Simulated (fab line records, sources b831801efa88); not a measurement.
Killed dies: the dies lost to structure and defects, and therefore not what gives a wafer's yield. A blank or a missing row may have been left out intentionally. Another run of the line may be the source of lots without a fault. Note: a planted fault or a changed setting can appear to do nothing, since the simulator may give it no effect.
Split-lot experiment ; flow sfqLine ; on a route of 325 steps: 5 lots, 23 wafers read

== THE SPLIT ITSELF ==
At SFQ_TRILAYER_M7_LITHO_COAT_177 (resist thk 600 nm), the setting spinRpm was moved away from the recipe's 3000 rpm on 5 of the 23 wafers read, by +3.0% to +3.5%. All remaining wafers had this setting at the recipe value.

== FROM THE SPLIT TO THE READING: what the file shows between them, 2 steps ==
- SFQ_TRILAYER_M7_LITHO_PEB_180: peb time 60 s (also split here: pebTimeS)
- SFQ_TRILAYER_M7_LITHO_DEVELOP_179: time 60 s

== THE READING ==
KrF_of_TRILAYER_M7_LITHO_COAT_177.thkNm (the simulator's own value, which no gauge read), in nm, at SFQ_TRILAYER_M7_BARC_OPEN_METAL_ETCH_229 (etches BARC in O2, target depth 125 nm, time 41.7 s). No usual value for it is given in the file. Across the 18 wafers here that went through the recipe, the average is 524.0 nm and the standard deviation 1.2 nm.

wafer;tool, chamber at the split;spinRpm as run, rpm;against the recipe;KrF_of_TRILAYER_M7_LITHO_COAT_177.thkNm, nm;against lot-mates on the recipe
L076.1;lithoTrack-04, 0;3000;recipe;523.5;-
L076.2;lithoTrack-04, 0;3000;recipe;523.8;-
L076.4;lithoTrack-04, 0;3000;recipe;523.8;-
L076.3;lithoTrack-04, 0;3000;recipe;524;-
L076.6;lithoTrack-04, 0;3000;recipe;522.8;-
L078.1;lithoTrack-01, 0;3000;recipe;524.1;-
L078.2;lithoTrack-01, 0;3000;recipe;526.1;-
L078.5;lithoTrack-01, 0;3000;recipe;526.1;-
L078.4;lithoTrack-01, 0;3000;recipe;524.6;-
L078.6;lithoTrack-01, 0;3000;recipe;525;-
L079.2;lithoTrack-03, 0;3000;recipe;523;-
L079.3;lithoTrack-03, 0;3000;recipe;523.3;-
L079.5;lithoTrack-03, 0;3000;recipe;523.2;-
L080.1;lithoTrack-04, 0;3000;recipe;522.9;-
L080.3;lithoTrack-04, 0;3000;recipe;524.2;-
L080.4;lithoTrack-04, 0;3104;+3.5%;512.1;-10.7
L080.5;lithoTrack-04, 0;3000;recipe;521.2;-
L080.6;lithoTrack-04, 0;3104;+3.5%;514.8;-8.0
L081.1;lithoTrack-04, 0;3090;+3.0%;516.6;-8.4
L081.2;lithoTrack-04, 0;3090;+3.0%;516.8;-8.2
L081.4;lithoTrack-04, 0;3000;recipe;525;-
L081.6;lithoTrack-04, 0;3000;recipe;525;-
L081.5;lithoTrack-04, 0;3090;+3.0%;517.2;-7.8

THE FIT
A straight line over all 23 wafers: KrF_of_TRILAYER_M7_LITHO_COAT_177.thkNm changes by -2.69 nm for each +1% of spinRpm; r = -0.95; the points scatter about the line by 1.3 nm.
The same after taking each lot's own level away (the mean of its wafers on the recipe; 23 wafers): -2.7 nm for each +1%; r = -0.98; scatter 0.77 nm.
Per that fit: largest spinRpm move, reading shift of 9.4 nm.
Across the lots, their own levels run from 522.77 to 525.18 nm, a range of 2.0 times the standard deviation given above.
So the lot-to-lot level changes the slope little: the two slopes agree.
Check: with one of the wafers moved furthest among these (+3.5%) left out of the fit, the line predicts -8.96 nm for it against its lot-mates. Against them it came out at -10.7 nm.

== OTHER SPLITS ON THESE WAFERS ==
Note: prior to the reading, these wafers also went through further splits. Each is held against what the fit with the lots' levels taken away leaves over:
other split on the same wafers;wafers away from the commonest value;r with KrF_of_TRILAYER_M7_LITHO_COAT_177.thkNm (lot level and that fit taken away)
SFQ_TRILAYER_R5_LITHO_PEB_139 pebTimeS;8;+0.05
SFQ_TRILAYER_C5_LITHO_COAT_156 spinRpm;4;+0.15
SFQ_TRILAYER_M6_LITHO_COAT_159 spinRpm;4;+0.21
SFQ_TRILAYER_M6_LITHO_PEB_162 pebTempC;8;+0.01
SFQ_TRILAYER_I6_VIA_LITHO_COAT_174 spinRpm;7;+0.04
SFQ_TRILAYER_M7_LITHO_PEB_180 pebTimeS;2;-0.30

== THE WHOLE CHAIN: every reading that the file lists as answering this split, in the file's order ==
step;what it does;reading;change (the file's fit);r (the file's)
SFQ_TRILAYER_M7_LITHO_COAT_177;resist thk 600 nm;KrF_of_TRILAYER_M7_LITHO_COAT_177.thkNm (the simulator's own value, which no gauge read);-2.79 nm for each +1% of the setting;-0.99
SFQ_TRILAYER_M7_BARC_OPEN_METAL_ETCH_229;etches BARC in O2, target depth 125 nm, time 41.7 s;KrF_of_TRILAYER_M7_LITHO_COAT_177.thkNm (the simulator's own value, which no gauge read);-2.7 nm for each +1% of the setting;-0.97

== THE FILE'S OWN FIT ==
KrF_of_TRILAYER_M7_LITHO_COAT_177.thkNm changes by -2.7 nm for each +1% of spinRpm, r = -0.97.
